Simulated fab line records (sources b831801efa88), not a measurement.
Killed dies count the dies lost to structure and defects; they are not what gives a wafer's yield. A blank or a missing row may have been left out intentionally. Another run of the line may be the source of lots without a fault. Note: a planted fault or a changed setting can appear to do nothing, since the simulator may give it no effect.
The tool behind it: which one? -- flow sky130 -- 10 lots, 30 wafers sampled, at 4 steps of a route of 708

WHAT THE GAUGES SHOWED, per wafer
SKY_METAL2_THK_MEAS_06: measures by xrf. Usual: METAL2_ALCU_THK typically reads 248.9 nm, with standard deviation 2.8.
lot,measured,on,METAL2_ALCU_THK (nm),flag
L991,day 34 03:23,filmMetro-02,252.6 250.4 251.3,
L992,day 34 12:29,filmMetro-03,248.7 245.9 243.4,
L993,day 34 21:31,filmMetro-03,248.5 250.8 247.4,
L995,day 35 15:38,filmMetro-02,247.1 250.1 248.8,
L100,day 37 16:50,filmMetro-03,250.2 247.1 247.9,
L104,day 38 23:25,filmMetro-02,246.9 246.7 247.9,
L105,day 38 23:46,filmMetro-04,248.1 243.6 243.0,
L109,day 39 21:16,filmMetro-02,247.5 247.2 248.1,
L111,day 40 09:56,filmMetro-02,248.7 250.9 247.6,
L113,day 41 03:07,filmMetro-02,247.1 246.1 244.2,

SKY_METAL2_CD_MEAS_15: target cd 140 nm. Usual: cdNm reads 140.2 nm (standard deviation 1.7).
lot,measured,on,cdNm (nm),flag
L991,day 35 06:40,cdSem-02,140.7 140.9 141.1,
L992,day 35 15:19,cdSem-02,140.6 138.8 140.1,
L993,day 35 23:50,cdSem-01,140.5 140.0 139.7,
L995,day 36 19:02,cdSem-02,142.3 142.5 140.8,
L100,day 38 17:44,cdSem-02,139.7 141.2 141.1,
L104,day 40 00:49,cdSem-01,53.6 104.6 98.9,OFF
L105,day 40 00:53,cdSem-02,96.9 122.4 129.5,OFF
L109,day 40 22:28,cdSem-01,139.7 139.2 139.9,
L111,day 41 10:52,cdSem-02,140.1 140.7 140.6,
L113,day 42 02:48,cdSem-01,140.6 140.9 141.0,

WHICH TOOL RAN EACH LOT (tool, then ch and the chambers of the sampled wafers, then the start)
lot,SKY_METAL2_SPUTTER_03,SKY_METAL2_EXPOSE_12
L991,"pvdSputter-04, day 34 03:12","krfScanner-02 ch 0, day 34 16:31"
L992,"pvdSputter-04, day 34 12:18","krfScanner-01 ch 0, day 35 02:22"
L993,"pvdSputter-03, day 34 21:20","krfScanner-02 ch 0, day 35 11:26"
L995,"pvdSputter-04, day 35 15:25","krfScanner-02 ch 0, day 36 05:42"
L100,"pvdSputter-04, day 37 16:39","krfScanner-01 ch 0, day 38 05:11"
L104,"pvdSputter-04, day 38 23:14","krfScanner-01 ch 0, day 39 11:29"
L105,"pvdSputter-02, day 38 23:35","krfScanner-01 ch 0, day 39 11:50"
L109,"pvdSputter-04, day 39 21:05","krfScanner-02 ch 0, day 40 09:44"
L111,"pvdSputter-03, day 40 09:43","krfScanner-02 ch 0, day 40 23:24"
L113,"pvdSputter-04, day 41 02:55","krfScanner-02 ch 0, day 41 15:05"
- SKY_METAL2_SPUTTER_03: material Ti, target thk 5 nm, time 3.3 s.
- SKY_METAL2_EXPOSE_12: exposes mask MM2, target cd 140 nm.

AS READ BY THE TOOLS THEMSELVES (means over the sampled wafers that have a number; for cases with no such wafer, the mark the record gives instead)
SKY_METAL2_SPUTTER_03. Usual: throttleValvePct reads 29.6 % (standard deviation 0.71).
lot,tool,throttleValvePct (%),flag
L991,pvdSputter-04,29.3,
L992,pvdSputter-04,29.1,
L993,pvdSputter-03,30.0,
L995,pvdSputter-04,29.3,
L100,pvdSputter-04,29.3,
L104,pvdSputter-04,29.2,
L105,pvdSputter-02,30.1,
L109,pvdSputter-04,29.2,
L111,pvdSputter-03,29.9,
L113,pvdSputter-04,28.9,

THE ANSWER, worked out from the rows above alone
Rule: take the mean of a lot's wafers that have a number; if it is more than 3 standard deviations from the usual mean, the lot is off. A lot without any number at a reading at which 4 lots or more have one is off too. Any other lot the step has rows for is counted as sound. After the gauges, taken in route order, come the tools' own readings; for these a lot's mean is taken, as printed above. The first step at which some lot is off is used, and at that step the reading that is off furthest; a lot without a number counts as furthest.
Off: L104, L105 (SKY_METAL2_CD_MEAS_15, cdNm).
A tool fits if, at a process step before that reading, it ran every lot that is off, and no sound lot after the first of them. The gauges at SKY_METAL2_CD_MEAS_15 are tried like those tools. One fits: SKY_METAL2_EXPOSE_12 on krfScanner-01. Its last sound lot is L100 (day 38 05:11), its first lot that is off L104 (day 39 11:29): a fault that began between those two fits.

WHAT THE SIMULATOR HAD INSERTED
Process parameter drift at SKY_METAL2_EXPOSE_12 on krfScanner-01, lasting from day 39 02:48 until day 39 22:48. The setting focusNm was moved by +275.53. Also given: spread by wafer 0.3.
Shown lots that were struck: L104, L105. The rule given above showed the same thing.
